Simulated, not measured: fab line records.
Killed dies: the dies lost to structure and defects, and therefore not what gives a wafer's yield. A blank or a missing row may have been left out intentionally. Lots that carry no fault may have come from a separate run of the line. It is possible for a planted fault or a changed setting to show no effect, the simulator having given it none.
Which tool did it? / flow sky130 / 36 wafers sampled from 12 lots at 1 step of a route of 708

WHAT THE GAUGES READ, wafer by wafer
SKY_PWDE_TW_MEAS_10.
lot=L075; measured=day 4 04:50; on=film-metro-02; PWDE_TW=371 371 372
lot=L077; measured=day 4 16:22; on=film-metro-03; PWDE_TW=380 381 381
lot=L079; measured=day 5 01:10; on=film-metro-03; PWDE_TW=381 382 382
lot=L081; measured=day 5 12:49; on=film-metro-03; PWDE_TW=379 382 381
lot=L083; measured=day 6 03:54; on=film-metro-03; PWDE_TW=382 381 380
lot=L085; measured=day 6 09:55; on=film-metro-03; PWDE_TW=380 382 382
lot=L087; measured=day 6 19:03; on=film-metro-02; PWDE_TW=372 372 371
lot=L089; measured=day 7 15:31; on=film-metro-01; PWDE_TW=372 373 371
lot=L091; measured=day 7 21:10; on=film-metro-02; PWDE_TW=372 371 371
lot=L093; measured=day 8 07:43; on=film-metro-02; PWDE_TW=374 374 374
lot=L095; measured=day 8 19:35; on=film-metro-01; PWDE_TW=368 369 368
lot=L097; measured=day 9 03:03; on=film-metro-03; PWDE_TW=382 382 383

WHICH TOOL RAN EACH LOT (tool, then ch and the chambers of the sampled wafers, then the start)
The record holds no process step before these readings.

THE ANSWER, worked out from the rows above alone
Rule: the usual values come from the lots themselves. The widest of any qualifying gaps counts: lots, ordered by their means at a reading, are off when they make up no more than a third of the lots, leave a main group of 4 or more, and stand apart from it by 3 or more times the standard deviation of that group's means. Not used: any main group whose means are identical at the precision the tables above print for the reading. A lot without any number at a reading at which 4 lots or more have one is off too. The other lots that the step has rows for count as sound.
None of the lots is off at any reading shown; this tells nothing.

WHAT THE SIMULATOR HAD INSERTED
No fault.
